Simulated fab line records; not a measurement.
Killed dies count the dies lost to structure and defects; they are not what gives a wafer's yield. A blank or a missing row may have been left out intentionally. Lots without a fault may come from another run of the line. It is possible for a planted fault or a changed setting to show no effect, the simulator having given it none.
fab line records	flow sky130
record lots=13	wafers=38	last-day=51
route steps=708 shown NWELL@34 VT_ADJUST_LVTN@116 VT_ADJUST_HVTR@139 PAD_OPEN@708
lots with no fault: from the same line, run without faults
start-h: start of the lot's first displayed wafer, in hours after the record's first day	wait-h: time in hours since the lot's previous step	" the same as in the row above	L1.1+2: one row covering several wafers at once	- no value, or no start was given	* or withheld: withheld	< > ~ a bound
route shown NAME@n: a module of which the file shows steps, and the number in the route of the first	usual: average and standard deviation across the fault-free wafers	same: alike in all rows	chamber/n: place in a boat	sites: each site's reading	_std_site: standard deviation of those values	_edge_site: the outer-site mean with the inner-site mean subtracted	radius-mm: for every site, how far away it sits from the centre of the wafer	mask NAME#n: copy n	behind: tool/chamber where the wafer was last shaped	hold: cause of the lot's hold/its duration in hours/its outcome	device: whichever transistor did not switch (one of n, p or np)	end of line: the same wafers' tests at the end of the route	for a step that has no rows: nothing shown but its recipe	killed: dies lost to structure and defects at the first sort, not the wafer's yield	map: dies across one wafer; x = killed, . = not, _ = none there
set.NAME: setting as actually run; set.NAME@STEP: the setting as run at that earlier step	model.NAME: the simulator's own value behind a step, which no gauge read
steps of the route over a sample of lots; a table a step, a row a wafer
services: when a tool's chamber went out of use (start-h, in hours from the record's first day, below 0 if earlier), for how many hours, and the reason
## steps
# step SKY_NWELL_THK_MEAS_02
# recipe reads=SiO2_of_NWELL_OXIDATION_01
# usual NWELL_OXIDATION_THK=10.04/0.18
lot.wafer	tool	chamber	start-h	wait-h	NWELL_OXIDATION_THK[nm]
L536.1	film-metro-03	-	44.12	0.0	10.02
L536.4	"	-	"	"	10.05
L536.5	"	-	"	"	9.97
L539.1	film-metro-01	-	56.31	0.0	10.11
L539.5	"	-	"	"	10.00
L539.6	"	-	"	"	10.13
L540.4	film-metro-04	-	63.90	0.0	9.81
L540.5	"	-	"	"	9.68
L540.6	"	-	"	"	9.77
L542.1	film-metro-04	-	75.19	0.0	9.88
L542.2	"	-	"	"	9.82
L542.5	"	-	"	"	9.92
L543.3	film-metro-03	-	80.86	0.0	10.02
L543.4	"	-	"	"	10.06
L543.6	"	-	"	"	10.12
L544.4	film-metro-04	-	87.49	0.0	10.21
L544.5	"	-	"	"	9.92
L544.6	"	-	"	"	10.22
L545.2	film-metro-01	-	93.04	0.0	9.90
L545.3	"	-	"	"	9.81
L545.4	"	-	"	"	9.82
L546.3	film-metro-01	-	98.59	0.0	9.87
L546.4	"	-	"	"	9.87
L546.6	"	-	"	"	9.99
L548.3	film-metro-04	-	109.53	0.0	10.30
L548.5	"	-	"	"	10.27
L548.6	"	-	"	"	10.49
L553.1	film-metro-03	-	130.67	0.0	10.26
L553.3	"	-	"	"	10.10
L555.1	film-metro-03	-	140.14	0.0	9.99
L555.3	"	-	"	"	9.86
L555.6	"	-	"	"	9.99
L557.1	film-metro-01	-	150.93	0.0	9.98
L557.2	"	-	"	"	10.06
L557.5	"	-	"	"	9.98
L558.2	film-metro-01	-	154.53	0.0	10.35
L558.3	"	-	"	"	10.28
L558.5	"	-	"	"	10.39
# step SKY_VT_ADJUST_LVTN_IMPLANT_19
# recipe species=B	energy-kev=30	dose-cm2=6.5e+11	tilt-deg=withheld
lot.wafer	tool	chamber	start-h	wait-h
L536.1+4+5	implanter-04	0	173.59	0.0
L539.1+5+6	implanter-03	0	190.23	0.0
L540.4+5+6	implanter-03	0	201.26	0.1
L542.1+2+5	implanter-04	0	213.60	0.0
L543.3+4+6	implanter-03	0	223.53	0.1
L544.4+5+6	implanter-02	0	231.66	0.1
L545.2+3+4	implanter-02	0	237.23	0.0
L546.3+4+6	implanter-02	0	246.35	0.1
L548.3+5+6	implanter-02	0	260.53	0.1
L553.1+3	implanter-04	0	290.63	0.0
L555.1+3+6	implanter-04	0	302.23	0.0
L557.1+2+5	implanter-02	0	316.85	0.0
L558.2+3+5	implanter-02	0	322.71	0.0
# step SKY_VT_ADJUST_LVTN_TW_MEAS_21
# usual VT_ADJUST_LVTN_2_TW=188.7/2.5
lot.wafer	tool	chamber	start-h	wait-h	VT_ADJUST_LVTN_2_TW
L536.1	film-metro-03	-	173.84	0.1	186.5
L536.4	"	-	"	"	185.9
L536.5	"	-	"	"	185.2
L539.1	film-metro-04	-	190.48	0.1	192.1
L539.5	"	-	"	"	191.7
L539.6	"	-	"	"	191.5
L540.4	film-metro-04	-	201.46	0.1	191.9
L540.5	"	-	"	"	192.6
L540.6	"	-	"	"	192.4
L542.1	film-metro-02	-	213.85	0.1	189.8
L542.2	"	-	"	"	188.6
L542.5	"	-	"	"	187.9
L543.3	film-metro-04	-	223.75	0.1	193.7
L543.4	"	-	"	"	193.1
L543.6	"	-	"	"	193.1
L544.4	film-metro-04	-	231.86	0.1	192.6
L544.5	"	-	"	"	191.9
L544.6	"	-	"	"	192.1
L545.2	film-metro-02	-	237.46	0.1	188.5
L545.3	"	-	"	"	188.7
L545.4	"	-	"	"	189.3
L546.3	film-metro-02	-	246.57	0.1	189.4
L546.4	"	-	"	"	188.8
L546.6	"	-	"	"	189.5
L548.3	film-metro-03	-	260.80	0.1	185.4
L548.5	"	-	"	"	185.6
L548.6	"	-	"	"	185.5
L553.1	film-metro-03	-	290.88	0.1	186.0
L553.3	"	-	"	"	174.9
L555.1	film-metro-03	-	302.48	0.1	185.6
L555.3	"	-	"	"	176.6
L555.6	"	-	"	"	187.2
L557.1	film-metro-04	-	317.10	0.1	192.3
L557.2	"	-	"	"	191.2
L557.5	"	-	"	"	191.2
L558.2	film-metro-02	-	322.94	0.1	190.1
L558.3	"	-	"	"	189.0
L558.5	"	-	"	"	189.4
# step SKY_VT_ADJUST_HVTR_OVL_MEAS_08
# usual VT_ADJUST_HVTR_OVL=0.2/1.2
lot.wafer	tool	chamber	start-h	wait-h	VT_ADJUST_HVTR_OVL[nm]
L536.1	overlay-02	-	219.73	0.1	1.9
L536.4	"	-	"	"	0.5
L536.5	"	-	"	"	1.0
L539.1	overlay-01	-	237.25	0.1	0.6
L539.5	"	-	"	"	-0.7
L539.6	"	-	"	"	0.0
L540.4	overlay-02	-	247.79	0.1	-1.1
L540.5	"	-	"	"	0.8
L540.6	"	-	"	"	0.5
L542.1	overlay-01	-	260.90	0.1	0.1
L542.2	"	-	"	"	-1.7
L542.5	"	-	"	"	-0.6
L543.3	overlay-02	-	270.96	0.1	0.8
L543.4	"	-	"	"	-0.3
L543.6	"	-	"	"	0.0
L544.4	overlay-02	-	281.65	0.1	2.4
L544.5	"	-	"	"	3.5
L544.6	"	-	"	"	3.3
L545.2	overlay-02	-	286.83	0.1	2.3
L545.3	"	-	"	"	0.0
L545.4	"	-	"	"	-0.7
L546.3	overlay-02	-	297.55	0.1	0.2
L546.4	"	-	"	"	-0.3
L546.6	"	-	"	"	-0.3
L548.3	overlay-02	-	313.91	0.1	1.0
L548.5	"	-	"	"	0.3
L548.6	"	-	"	"	1.0
L553.1	overlay-01	-	346.52	0.1	0.2
L553.3	"	-	"	"	0.4
L555.1	overlay-01	-	359.62	0.1	-1.7
L555.3	"	-	"	"	-2.6
L555.6	"	-	"	"	-0.6
L557.1	overlay-02	-	376.03	0.1	-0.6
L557.2	"	-	"	"	0.2
L557.5	"	-	"	"	-1.1
L558.2	overlay-01	-	382.71	0.1	-0.6
L558.3	"	-	"	"	-1.8
L558.5	"	-	"	"	-1.1
# step SKY_VT_ADJUST_HVTR_STRIP_10
# recipe chemistry=O2/N2	power-w=1400	pressure-mtorr=1500	platen-temp-c=withheld	o2-flow-sccm=3000	n2-flow-sccm=300	overash-fraction=0.5
# usual drypump-motor-current-A=5.8/0.54	oes-product-au=0.715/0.0045	strip-time-to-endpoint-s=14.17/0.032
lot.wafer	tool	chamber	start-h	wait-h	drypump-motor-current-A	oes-product-au	rf-hours-counter-h	strip-time-to-endpoint-s
L536.1	plasma-asher-04	1	219.92	0.1	6.5	0.721	34	14.19
L536.4	"	0	"	"	5.9	0.720	-	14.19
L536.5	"	0	"	"	5.9	0.709	-	14.18
L539.1	plasma-asher-01	0	237.44	0.1	5.4	0.709	51	14.19
L539.5	"	1	"	"	6.2	0.725	-	14.21
L539.6	"	0	"	"	5.4	0.721	-	14.23
L540.4	plasma-asher-04	0	247.99	0.1	5.9	0.709	-	14.21
L540.5	"	1	"	"	6.5	0.717	-	14.19
L540.6	"	0	"	"	5.9	0.718	-	14.16
L542.1	plasma-asher-01	1	261.09	0.1	6.2	0.715	53	14.20
L542.2	"	0	"	"	5.3	0.712	53	14.15
L542.5	"	0	"	"	5.4	0.724	-	14.21
L543.3	plasma-asher-01	1	271.17	0.1	6.2	0.720	-	14.15
L543.4	"	0	"	"	5.4	0.710	-	14.16
L543.6	"	1	"	"	6.2	0.717	-	14.17
L544.4	plasma-asher-02	0	281.85	0.1	6.2	0.721	-	14.16
L544.5	"	0	"	"	6.2	0.716	-	14.19
L544.6	"	1	"	"	4.7	0.718	-	14.15
L545.2	plasma-asher-01	0	287.01	0.1	5.4	0.718	55	14.23
L545.3	"	1	"	"	6.2	0.720	-	14.21
L545.4	"	0	"	"	5.4	0.710	-	14.19
L546.3	plasma-asher-01	1	297.75	0.1	6.2	0.713	-	14.22
L546.4	"	0	"	"	5.4	0.712	-	14.18
L546.6	"	1	"	"	6.2	0.715	-	14.14
L548.3	plasma-asher-02	1	314.12	0.1	4.7	0.713	-	14.17
L548.5	"	1	"	"	4.7	0.717	-	14.16
L548.6	"	0	"	"	6.2	0.720	-	14.23
L553.1	plasma-asher-04	0	346.71	0.1	5.9	0.722	47	14.17
L553.3	"	0	"	"	5.9	0.715	-	14.21
L555.1	plasma-asher-04	0	359.81	0.1	5.9	0.714	48	14.20
L555.3	"	0	"	"	5.9	0.709	-	14.18
L555.6	"	1	"	"	6.5	0.718	-	14.21
L557.1	plasma-asher-01	1	376.22	0.1	6.2	0.720	64	14.17
L557.2	"	0	"	"	5.4	0.712	64	14.15
L557.5	"	0	"	"	5.4	0.716	-	14.10
L558.2	plasma-asher-04	0	382.89	0.1	5.9	0.711	50	14.17
L558.3	"	0	"	"	5.9	0.711	-	14.15
L558.5	"	0	"	"	5.9	0.714	-	14.17
# step SKY_PAD_OPEN_PROBE_99
# usual killed_at_M0_to_M3=43/7	killed_at_M4_up=3.1/1.5	killed-at-contacts=23/4.9	killed-at-front-end=16/3.9	killed-at-other=0.3/0.52	killed-dies=86/8.2	killed-open=47/6.1	killed-short=38/5.8
# same gross-dies=492	killed-at-back-side=0
lot.wafer	tool	chamber	start-h	wait-h	killed_at_M0_to_M3	killed_at_M4_up	killed-at-contacts	killed-at-front-end	killed-at-other	killed-dies	killed-open	killed-short
L540.4	prober-01	-	1140.16	0.2	44	3	21	13	0	81	42	39
L540.5	prober-01	-	1140.21	0.2	50	2	21	18	0	91	52	39
L540.6	prober-01	-	1140.26	0.2	57	5	20	12	0	94	57	37
L542.1	prober-01	-	1153.14	0.1	44	4	26	24	0	98	53	45
L543.3	prober-02	-	1164.45	0.2	34	5	18	21	0	78	48	30
L543.4	prober-02	-	1164.50	0.2	41	4	21	25	0	91	46	45
L543.6	prober-02	-	1164.60	0.2	55	4	21	9	0	89	47	42
L544.4	prober-01	-	1167.12	0.2	37	5	14	22	1	79	42	36
L545.2	prober-01	-	1175.13	0.1	41	1	23	14	0	79	40	38
L545.3	prober-01	-	1175.18	0.2	48	3	11	12	0	74	37	37
L545.4	prober-01	-	1175.23	0.2	29	3	30	18	0	80	43	36
L546.3	prober-02	-	1180.77	0.2	52	4	12	10	0	78	45	33
L546.4	prober-02	-	1180.82	0.2	60	3	18	16	1	98	57	41
L546.6	prober-02	-	1180.92	0.2	41	4	21	20	1	87	45	42
# killed by level:class
L540.4 VIA1:geometric-particle:open=13 LI_CONTACT:geometric-particle:open=7 METAL1:geometric-particle:short=7 FIELD_ISO:geometric-particle:open=5 CONTACT:geometric-particle:short=5 METAL2:geometric-particle:short=5 VIA1:geometric-particle:short=5 POLY_GATE:geometric-particle:short=4
L540.5 VIA1:geometric-particle:open=12 VIA3:geometric-particle:open=10 LI_CONTACT:geometric-particle:open=8 POLY_GATE:geometric-particle:short=7 METAL1:geometric-particle:short=7 CONTACT:geometric-particle:open=5 VIA1:geometric-particle:short=5 FIELD_ISO:geometric-particle:open=3
L540.6 VIA1:geometric-particle:open=13 VIA3:geometric-particle:open=10 METAL1:geometric-particle:short=10 CONTACT:geometric-particle:open=8 LI_CONTACT:geometric-particle:open=6 VIA1:geometric-particle:short=6 VIA2:geometric-particle:open=5 METAL2:geometric-particle:short=5
L542.1 VIA1:geometric-particle:open=13 VIA2:geometric-particle:open=8 LI_CONTACT:geometric-particle:open=7 FIELD_ISO:geometric-particle:open=6 FIELD_ISO:geometric-particle:short=5 METAL1:geometric-particle:short=5 LI_CONTACT:geometric-particle:short=5 POLY_GATE:geometric-particle:open=5
L543.3 VIA2:geometric-particle:open=8 CONTACT:geometric-particle:open=7 VIA3:geometric-particle:open=6 FIELD_ISO:geometric-particle:open=5 VIA1:geometric-particle:open=5 FIELD_ISO:geometric-particle:short=4 POLY_GATE:geometric-particle:open=4 METAL2:geometric-particle:short=4
L543.4 FIELD_ISO:geometric-particle:open=8 CONTACT:geometric-particle:open=7 VIA1:geometric-particle:open=7 METAL1:geometric-particle:short=7 VIA1:geometric-particle:short=7 POLY_GATE:geometric-particle:short=6 LOCAL_INTERCONNECT:geometric-particle:short=5 VIA2:geometric-particle:open=5
L543.6 VIA1:geometric-particle:open=11 VIA3:geometric-particle:open=9 LI_CONTACT:geometric-particle:open=7 VIA2:geometric-particle:short=6 METAL2:geometric-particle:short=6 VIA2:geometric-particle:open=6 CONTACT:geometric-particle:open=5 METAL1:geometric-particle:short=5
L544.4 POLY_GATE:geometric-particle:open=8 VIA1:geometric-particle:open=8 VIA3:geometric-particle:open=7 POLY_GATE:geometric-particle:short=6 FIELD_ISO:geometric-particle:short=5 LOCAL_INTERCONNECT:geometric-particle:short=5 CONTACT:geometric-particle:open=5 METAL1:geometric-particle:short=5
L545.2 LI_CONTACT:geometric-particle:open=10 VIA3:geometric-particle:short=10 CONTACT:geometric-particle:open=7 VIA1:geometric-particle:open=6 METAL2:geometric-particle:short=6 VIA3:geometric-particle:open=5 VIA2:geometric-particle:short=4 FIELD_ISO:geometric-particle:short=3
L545.3 VIA1:geometric-particle:open=13 METAL2:geometric-particle:short=10 VIA3:geometric-particle:open=7 FIELD_ISO:geometric-particle:short=5 VIA1:geometric-particle:short=5 VIA2:geometric-particle:open=5 LI_CONTACT:geometric-particle:open=4 POLY_GATE:geometric-particle:open=4
L545.4 LI_CONTACT:geometric-particle:open=11 CONTACT:geometric-particle:open=9 VIA1:geometric-particle:open=6 FIELD_ISO:geometric-particle:short=5 FIELD_ISO:geometric-particle:open=5 LOCAL_INTERCONNECT:geometric-particle:short=5 METAL1:geometric-particle:short=5 VIA2:geometric-particle:open=5
L546.3 VIA2:geometric-particle:open=13 VIA1:geometric-particle:open=9 METAL2:geometric-particle:short=7 VIA1:geometric-particle:short=6 FIELD_ISO:geometric-particle:open=4 LI_CONTACT:geometric-particle:open=4 VIA3:geometric-particle:open=4 POLY_GATE:geometric-particle:short=3
L546.4 VIA1:geometric-particle:open=16 VIA3:geometric-particle:open=10 CONTACT:geometric-particle:open=8 VIA2:geometric-particle:open=7 METAL2:geometric-particle:short=6 VIA2:geometric-particle:short=5 LOCAL_INTERCONNECT:geometric-particle:short=4 LI_CONTACT:geometric-particle:open=4
L546.6 VIA2:geometric-particle:open=9 FIELD_ISO:geometric-particle:short=8 CONTACT:geometric-particle:open=8 VIA1:geometric-particle:open=7 VIA1:geometric-particle:short=6 VIA3:geometric-particle:open=6 CONTACT:geometric-particle:short=5 FIELD_ISO:geometric-particle:open=4
## services
tool	chamber	start-h	hours	kind
plasma-asher-04	-	157.23	10.0	pm
plasma-asher-04	-	167.23	3.3	pm
plasma-asher-02	-	187.87	1.0	repair
plasma-asher-01	-	200.92	0.8	repair
plasma-asher-01	-	264.97	2.8	pm
implanter-02	-	275.43	17.3	repair
implanter-03	-	277.05	3.2	repair
plasma-asher-04	-	300.29	2.8	pm
plasma-asher-02	-	354.37	0.5	repair
## key
first-sign step=SKY_VT_ADJUST_LVTN_TW_MEAS_21	reading=VT_ADJUST_LVTN_2_TW	direction=down	sigmas=5.1	usual=188.7	struck=175.8
effect none on later readings
met-at SKY_VT_ADJUST_LVTN_IMPLANT_19
struck-lots L553,L555
struck-wafers L553.3,L555.3
tester-left-out L553,L555
not-acting-at SKY_NWELL_THK_MEAS_02,SKY_VT_ADJUST_HVTR_OVL_MEAS_08,SKY_VT_ADJUST_HVTR_STRIP_10
onset-between 213.60 290.63
fault kind=process-parameter-drift	tool=implanter-04	chamber=-	onset-h=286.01	steps=SKY_VT_ADJUST_LVTN_IMPLANT_19	channel=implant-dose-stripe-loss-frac	offset=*	shape=step	end-h=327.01	scope=struck-wafers-only
# tester-left-out: of these lots the tester's yield and bins aren't shown, on N5 and GAA mostly nor the transistor test; their killed dies are dies lost to structure and defects alone, not to doping, threshold or leakage, so they don't give the yield
